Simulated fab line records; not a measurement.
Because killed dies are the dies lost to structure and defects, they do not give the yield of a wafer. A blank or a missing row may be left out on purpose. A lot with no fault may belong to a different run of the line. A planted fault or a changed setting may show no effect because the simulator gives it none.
Commonality check across tools -- flow gf180mcu -- Sample size 15 lots and 45 wafers

THE REASON FOR OPENING IT
3 of 15 lots carry a flag on the reading DNWELL_TW at GF_DNWELL_TW_MEAS_09. Wafers without a fault read 1354, standard deviation 11.
Rule: a lot is flagged when every wafer of it that has a number lies more than 4 standard deviations from that mean, or none has a number. The rest of the lots are taken to be sound.

lot,measured,on,"DNWELL_TW, wafer by wafer",flag
L530,day 3 08:35,film metro-03,1359 1367 1377,
L532,day 3 22:12,film metro-03,1356 1351 1351,
L534,day 4 11:15,film metro-03,1370 1370 1381,
L536,day 4 16:07,film metro-03,31 31 31,FLAGGED
L538,day 5 02:04,film metro-04,30 30 31,FLAGGED
L537,day 5 02:20,film metro-03,31 31 31,FLAGGED
L541,day 5 16:13,film metro-01,1365 1348 1353,
L542,day 5 23:24,film metro-03,1359 1359 1356,
L543,day 6 04:33,film metro-04,1346 1357 1343,
L544,day 6 09:37,film metro-04,1349 1352 1350,
L545,day 6 14:13,film metro-01,1359 1353 1356,
L546,day 6 20:32,film metro-03,1350 1357 1348,
L547,day 7 01:01,film metro-01,1346 1352 1347,
L549,day 7 12:01,film metro-03,1371 1362 1361,
L550,day 7 18:21,film metro-04,1344 1346 1345,
The numbers of the flagged lots are 31 on average: -1323 against the usual, or -99 or more standard deviations.

WHICH TOOL EACH LOT WENT THROUGH
The record holds 1 process step before the reading, out of a route of 602 steps. Every cell lists first the tool, next ch and the chambers used by the sampled wafers, and last the start.
lot,flag,GF_DNWELL_EXPOSE_04
L530,,"iline stepper-01 ch 0, day 3 02:26"
L532,,"iline stepper-02 ch 0, day 3 16:05"
L534,,"iline stepper-02 ch 0, day 4 03:49"
L536,FLAGGED,"iline stepper-02, day 4 09:21"
L538,FLAGGED,"iline stepper-01, day 4 18:41"
L537,FLAGGED,"iline stepper-02, day 4 19:08"
L541,,"iline stepper-01 ch 0, day 5 08:32"
L542,,"iline stepper-01 ch 0, day 5 15:55"
L543,,"iline stepper-01 ch 0, day 5 20:50"
L544,,"iline stepper-02 ch 0, day 6 02:05"
L545,,"iline stepper-02 ch 0, day 6 06:29"
L546,,"iline stepper-01 ch 0, day 6 12:31"
L547,,"iline stepper-01 ch 0, day 6 16:51"
L549,,"iline stepper-02 ch 0, day 7 03:40"
L550,,"iline stepper-02 ch 0, day 7 10:25"
These steps, and what they do:
- GF_DNWELL_EXPOSE_04: exposes mask DNWELL, target cd 1700 nm.
- GF_DNWELL_TW_MEAS_09

FLAGGED OVER TOTAL, TOOL BY TOOL (the gauges that took the reading come last)
step,tool,lots run,flagged,share of the flagged lots,sound lots run after its first flagged lot
GF_DNWELL_EXPOSE_04,iline stepper-01,7,1,some,"5 (L541,L542,L543,L546,L547)"
GF_DNWELL_EXPOSE_04,iline stepper-02,8,2,some,"4 (L544,L545,L549,L550)"
GF_DNWELL_TW_MEAS_09,film metro-01,3,0,none,-
GF_DNWELL_TW_MEAS_09,film metro-03,8,2,some,"3 (L542,L546,L549)"
GF_DNWELL_TW_MEAS_09,film metro-04,4,1,some,"3 (L543,L544,L550)"

WHAT IS ALLOWED BY THE TABLE
No row of the table ran every flagged lot.

WHAT HAD BEEN PUT IN BY THE SIMULATOR
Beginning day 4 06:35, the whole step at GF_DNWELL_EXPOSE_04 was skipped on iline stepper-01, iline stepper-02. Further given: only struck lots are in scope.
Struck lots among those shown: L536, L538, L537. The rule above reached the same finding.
